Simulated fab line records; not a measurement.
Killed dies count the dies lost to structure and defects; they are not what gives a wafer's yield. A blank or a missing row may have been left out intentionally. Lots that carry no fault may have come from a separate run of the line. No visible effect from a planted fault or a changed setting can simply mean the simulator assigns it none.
Which tool is to blame? ; flow gf180mcu ; route of 602 steps, sampled at 1 step: 12 lots, 36 wafers

## WHAT EACH GAUGE READ, for each wafer
GF_HV_LDD_OVL_MEAS_08.
lot;measured;on;HV_LDD_OVL (nm)
L075;day 10 04:16;overlay-02;1.2 -2.1 0.1
L077;day 10 23:47;overlay-01;-2.5 -0.8 -1.3
L079;day 11 14:13;overlay-01;-0.8 -0.5 -0.9
L080;day 12 04:25;overlay-01;-0.5 -1.8 -0.8
L083;day 12 19:16;overlay-02;-0.1 1.0 1.4
L085;day 13 10:10;overlay-02;-0.8 0.2 -1.5
L087;day 14 04:13;overlay-02;0.2 -0.4 0.8
L089;day 14 13:56;overlay-02;-0.9 0.7 -0.8
L091;day 15 03:35;overlay-02;0.4 -0.8 -0.1
L093;day 15 19:29;overlay-01;-1.4 -2.8 -0.9
L095;day 16 14:37;overlay-02;0.6 -0.6 -0.4
L097;day 17 01:34;overlay-02;0.0 0.0 -2.1

## EACH LOT AND THE TOOL THAT RAN IT (in order: tool; ch and the chambers of the sampled wafers; start)
Before these readings, the record contains no process step.

## THE ANSWER, worked out from the rows above alone
Rule: the lots themselves supply what counts as usual. The widest of any qualifying gaps counts: lots, ordered by their means at a reading, are off when they make up no more than a third of the lots, leave a main group of 4 or more, and stand apart from it by 3 or more times the standard deviation of that group's means. If all means in a main group match to the digits the tables above print for the reading, that group is not used. Also off: a lot with no number at a reading for which 4 or more lots have one. Any other lot the step has rows for is counted as sound.
No lot is off on any of the readings shown, so nothing can be concluded from this.

## WHAT WAS PUT IN BY THE SIMULATOR
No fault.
